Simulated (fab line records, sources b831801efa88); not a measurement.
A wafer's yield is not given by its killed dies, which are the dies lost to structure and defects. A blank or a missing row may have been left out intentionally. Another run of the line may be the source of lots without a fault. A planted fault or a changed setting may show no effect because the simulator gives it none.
Shared-tool check / flow sky130 / 12 lots and 45 wafers in the sample

== THE REASON FOR OPENING IT ==
Of 12 lots, 3 have the reading LDD_HVP_TW flagged at SKY_LDD_HVP_TW_MEAS_10. Fault-free wafers read 460, with a standard deviation of 4.
Rule: flag the lot when none of its wafers has a number, or when each of its wafers that has one lies beyond 4 standard deviations from that mean. As for the other lots, they are considered sound.

lot=L601; measured=day 22 10:38; on=film metro-04; LDD_HVP_TW, wafer by wafer=459 460 459; flag=
lot=L602; measured=day 22 20:50; on=film metro-03; LDD_HVP_TW, wafer by wafer=456 458 455; flag=
lot=L605; measured=day 23 16:16; on=film metro-04; LDD_HVP_TW, wafer by wafer=458 457 459; flag=
lot=L607; measured=day 24 04:44; on=film metro-01; LDD_HVP_TW, wafer by wafer=463 462 463; flag=
lot=L609; measured=day 24 17:31; on=film metro-01; LDD_HVP_TW, wafer by wafer=463 463 460; flag=
lot=L611; measured=day 25 12:47; on=film metro-04; LDD_HVP_TW, wafer by wafer=482 482 481 479 482 481; flag=FLAGGED
lot=L614; measured=day 26 13:25; on=film metro-04; LDD_HVP_TW, wafer by wafer=482 480 482 481 483 481; flag=FLAGGED
lot=L615; measured=day 26 18:08; on=film metro-01; LDD_HVP_TW, wafer by wafer=484 482 483 483 483 485; flag=FLAGGED
lot=L620; measured=day 28 16:10; on=film metro-04; LDD_HVP_TW, wafer by wafer=464 458 460; flag=
lot=L621; measured=day 28 23:58; on=film metro-04; LDD_HVP_TW, wafer by wafer=459 461 459; flag=
lot=L622; measured=day 29 04:58; on=film metro-01; LDD_HVP_TW, wafer by wafer=464 462 464; flag=
lot=L623; measured=day 29 13:13; on=film metro-03; LDD_HVP_TW, wafer by wafer=450 450 450; flag=
The mean of the flagged lots' numbers is 482, +22 from the usual (+6 standard deviations).

== WHICH TOOL EACH LOT WENT THROUGH ==
2 process steps preceding the reading are held in the record, out of 708 steps in the route. Read each cell as the tool, then ch plus the chambers that the sampled wafers visited, then the start.
lot=L601; flag=; SKY_POLY_GATE_STRIP_18=plasma asher-02 ch 0,1, day 17 03:04; SKY_LDD_HVP_IMPLANT_08=implanter-04 ch 0, day 22 10:26
lot=L602; flag=; SKY_POLY_GATE_STRIP_18=plasma asher-04 ch 0,1, day 17 14:10; SKY_LDD_HVP_IMPLANT_08=implanter-01 ch 0, day 22 20:37
lot=L605; flag=; SKY_POLY_GATE_STRIP_18=plasma asher-03 ch 0,1, day 18 08:43; SKY_LDD_HVP_IMPLANT_08=implanter-01 ch 0, day 23 16:01
lot=L607; flag=; SKY_POLY_GATE_STRIP_18=plasma asher-02 ch 0,1, day 18 21:46; SKY_LDD_HVP_IMPLANT_08=implanter-04 ch 0, day 24 04:30
lot=L609; flag=; SKY_POLY_GATE_STRIP_18=plasma asher-04 ch 0,1, day 19 10:25; SKY_LDD_HVP_IMPLANT_08=implanter-01 ch 0, day 24 17:17
lot=L611; flag=FLAGGED; SKY_POLY_GATE_STRIP_18=plasma asher-04 ch 0,1, day 20 07:30; SKY_LDD_HVP_IMPLANT_08=implanter-01 ch 0, day 25 12:34
lot=L614; flag=FLAGGED; SKY_POLY_GATE_STRIP_18=plasma asher-04 ch 0,1, day 21 08:48; SKY_LDD_HVP_IMPLANT_08=implanter-01 ch 0, day 26 13:12
lot=L615; flag=FLAGGED; SKY_POLY_GATE_STRIP_18=plasma asher-02 ch 0,1, day 21 15:59; SKY_LDD_HVP_IMPLANT_08=implanter-01 ch 0, day 26 17:54
lot=L620; flag=; SKY_POLY_GATE_STRIP_18=plasma asher-03 ch 0,1, day 23 14:53; SKY_LDD_HVP_IMPLANT_08=implanter-03 ch 0, day 28 15:55
lot=L621; flag=; SKY_POLY_GATE_STRIP_18=plasma asher-03 ch 0,1, day 24 01:07; SKY_LDD_HVP_IMPLANT_08=implanter-04 ch 0, day 28 23:43
lot=L622; flag=; SKY_POLY_GATE_STRIP_18=plasma asher-04 ch 0,1, day 24 05:59; SKY_LDD_HVP_IMPLANT_08=implanter-01 ch 0, day 29 04:43
lot=L623; flag=; SKY_POLY_GATE_STRIP_18=plasma asher-04 ch 0, day 24 14:52; SKY_LDD_HVP_IMPLANT_08=implanter-04 ch 0, day 29 12:59
What these steps do:
- SKY_POLY_GATE_STRIP_18: strips in O2/N2.
- SKY_LDD_HVP_IMPLANT_08
- SKY_LDD_HVP_TW_MEAS_10

== FLAGGED AGAINST TOTAL, ONE TOOL AT A TIME (gauges that did the reading follow at the end) ==
step=SKY_POLY_GATE_STRIP_18; tool=plasma asher-02; lots run=3; flagged=1; share of the flagged lots=some; sound lots run after its first flagged lot=0
step=SKY_POLY_GATE_STRIP_18; tool=plasma asher-03; lots run=3; flagged=0; share of the flagged lots=none; sound lots run after its first flagged lot=-
step=SKY_POLY_GATE_STRIP_18; tool=plasma asher-04; lots run=6; flagged=2; share of the flagged lots=some; sound lots run after its first flagged lot=2 (L622,L623)
step=SKY_LDD_HVP_IMPLANT_08; tool=implanter-01; lots run=7; flagged=3; share of the flagged lots=all; sound lots run after its first flagged lot=1 (L622)
step=SKY_LDD_HVP_IMPLANT_08; tool=implanter-03; lots run=1; flagged=0; share of the flagged lots=none; sound lots run after its first flagged lot=-
step=SKY_LDD_HVP_IMPLANT_08; tool=implanter-04; lots run=4; flagged=0; share of the flagged lots=none; sound lots run after its first flagged lot=-
step=SKY_LDD_HVP_TW_MEAS_10; tool=film metro-01; lots run=4; flagged=1; share of the flagged lots=some; sound lots run after its first flagged lot=1 (L622)
step=SKY_LDD_HVP_TW_MEAS_10; tool=film metro-03; lots run=2; flagged=0; share of the flagged lots=none; sound lots run after its first flagged lot=-
step=SKY_LDD_HVP_TW_MEAS_10; tool=film metro-04; lots run=6; flagged=2; share of the flagged lots=some; sound lots run after its first flagged lot=2 (L620,L621)

== WHAT IS ALLOWED BY THE TABLE ==
Rows of the table that ran each flagged lot: 1, that is implanter-01 at SKY_LDD_HVP_IMPLANT_08.
- implanter-01 at SKY_LDD_HVP_IMPLANT_08 ran 7 lots, 3 of them flagged. After the first flagged lot (L622), sound lots still ran on it; a lasting fault on the whole tool would not permit that. Its own readings lie more than 4 standard deviations out on every wafer of the flagged lots: beam energy keV.
There is no row in the table that ran each flagged lot and no sound lot after the first.

== WHAT THE SIMULATOR HAD PUT IN ==
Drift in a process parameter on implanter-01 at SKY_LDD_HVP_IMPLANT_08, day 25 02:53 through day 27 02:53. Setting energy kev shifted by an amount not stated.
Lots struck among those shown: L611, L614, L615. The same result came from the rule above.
